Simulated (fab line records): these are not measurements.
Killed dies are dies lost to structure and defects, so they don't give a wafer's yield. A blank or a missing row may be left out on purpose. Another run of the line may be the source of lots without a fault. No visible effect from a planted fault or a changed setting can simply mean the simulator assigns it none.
2 desks looking at one fault	flow gf180mcu	numbers are kept per desk, each desk with only its own; the story behind them comes last

AT THE METROLOGY DESK
What the gauges read, lot by lot, whatever tool the lot ran on: means of the sampled wafers that have a number. The brackets show how far a lot's mean lies from the usual mean; more than 4 standard deviations puts the lot out of limits, marked OUT.
Columns: A = M1_ALCU_THK at GF_M1_THK_MEAS_06, usual 462 nm; B = M1_OVL at GF_M1_OVL_MEAS_15, usual 2 nm; C = V1_W_RS at GF_V1_RS_MEAS_24, usual 0.327 ohm/sq; D = V1_W_THK at GF_V1_THK_MEAS_25, usual 353 nm
lot	first seen here	A	B	C	D
L225	day 16 03:49	460	-10	0.327	351
L226	day 16 14:22	452	2	0.327	351
L227	day 17 01:53	465	-0	0.332	348
L228	day 17 09:41	463	5	0.328	351
L234	day 20 03:14	465	3	0.328	354
L238	day 21 12:39	461	-1	0.386 (+17) OUT	308 (-8.4) OUT
L242	day 22 21:36	465	5	0.320	356
L244	day 23 13:31	464	2	0.329	359
L245	day 24 00:35	463	1	0.325	352
L246	day 24 04:24	468	5	0.327	362
L247	day 24 12:45	461	6	0.328	349
This desk finds L238 out of limits, with the earliest case on L238 at day 23 13:08 (V1_W_RS at GF_V1_RS_MEAS_24). L225, L226, L227, L228, L234, L242, L244, L245, L246, L247 stayed within limits.

DESK OF THE TOOL OWNER: cvd-w-02
The tool's own readings at GF_V1_CVD_23 (deposits W, target thk 350 nm, time 105.05 s): means of the sampled wafers that have a number, for each lot that ran on this tool. The brackets show how far a lot's mean lies from the usual mean; more than 4 standard deviations puts the lot out of limits, marked OUT.
Columns: A = heater-power-w at GF_V1_CVD_23, usual 904 W
lot	first seen here	A
L225	day 18 02:57	878
L226	day 18 15:20	874
L227	day 19 03:02	884
L228	day 19 12:04	877
L234	day 22 04:35	864
L238	day 23 13:01	875
L247	day 26 09:10	874
This desk's verdict: no lot among the 7 shows anything out of limits.

PUT TOGETHER
The metrology desk could have raised an alarm at day 23 13:08, on L238.
The desk of the tool owner found nothing out of limits.
On record at the tool owner's desk: L238, within its limits.
GF_V1_CVD_23 was run on cvd-w-02 by each of the lots named.

WHAT THE SIMULATOR HAD INSERTED
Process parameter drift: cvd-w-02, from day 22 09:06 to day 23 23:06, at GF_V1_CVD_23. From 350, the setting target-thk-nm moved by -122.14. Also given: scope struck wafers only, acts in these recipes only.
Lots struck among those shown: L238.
Per desk, hours elapsed from the start of the fault to the first reading out of limits: for the metrology desk, 28.
